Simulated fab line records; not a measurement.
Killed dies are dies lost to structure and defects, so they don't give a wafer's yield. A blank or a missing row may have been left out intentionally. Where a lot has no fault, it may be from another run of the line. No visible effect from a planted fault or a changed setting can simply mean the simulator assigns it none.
Chamber matching ; flow gf180mcu ; GF_V5_CMP_04 on cmp-02: 4 sister chambers
The step polishes SiO2. 14 wafers are shown with their chamber, then 7 later ones without.

## WAFERS WITH THEIR CHAMBER
wafer;chamber;motor current A (A);head pressure psi (psi);platen rpm (rpm)
L547.2;1;10.8;4.004;60.01
L547.3;0;13.8;4.004;60.01
L547.5;2;13.3;3.993;60.01
L548.4;0;13.5;4.007;59.97
L548.5;3;12.4;3.996;59.96
L548.6;2;12.1;4.009;60.03
L549.3;1;11.7;3.991;60.08
L549.5;2;12.3;4.003;59.92
L549.6;1;10.6;3.993;60.07
L553.2;1;11.3;4.014;59.99
L553.4;0;13.4;4.018;59.97
L553.6;2;12.2;3.988;59.97
L564.2;1;11.5;4.003;60.03
L564.3;3;13.0;3.996;60.01

SIGNATURES (averages over the wafers above)
reading;chamber 0;chamber 1;chamber 2;chamber 3;scatter within a chamber
motor current A;13.567;11.180;12.475;12.700;0.454
head pressure psi;4.00967;4.00100;3.99825;3.99600;0.00852
platen rpm;59.9833;60.0360;59.9825;59.9850;0.0391
Rule: for each reading, subtract the chamber's mean from the wafer's reading, divide by that reading's scatter and square the result; add these up over the readings and take the root, which gives the wafer's distance from the chamber. If the next closest chamber is less than 2 further off than the closest, the wafer can't be placed; otherwise it belongs to the closest. How the scatter is found: for the shown wafers, subtract from each reading the mean of its chamber, square and add these, divide the total by (wafers less chambers), then take the root.

## WAFERS MISSING THEIR CHAMBER
wafer;motor current A (A);head pressure psi (psi);platen rpm (rpm)
L564.5;13.7;4.011;60.02
L568.1;13.4;3.999;60.01
L568.3;10.7;4.000;60.00
L568.5;12.9;4.003;60.02
L569.3;11.6;4.004;60.01
L569.5;11.4;4.003;59.98
L569.6;12.2;3.984;60.02

## CHAMBER TAKEN BY EACH
wafer;from the rows above;in truth
L564.5;can't be placed: 0 or 3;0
L568.1;can't be placed: 0 or 3 or 2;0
L568.3;1;1
L568.5;can't be placed: 3 or 2 or 0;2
L569.3;can't be placed: 1 or 2 or 3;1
L569.5;can't be placed: 1 or 2 or 3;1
L569.6;can't be placed: 3 or 2 or 1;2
Placed correctly: 1 of 7. Unplaceable from these rows: 6, with the true chamber sitting among the candidates in 6. 0 placed wrongly.
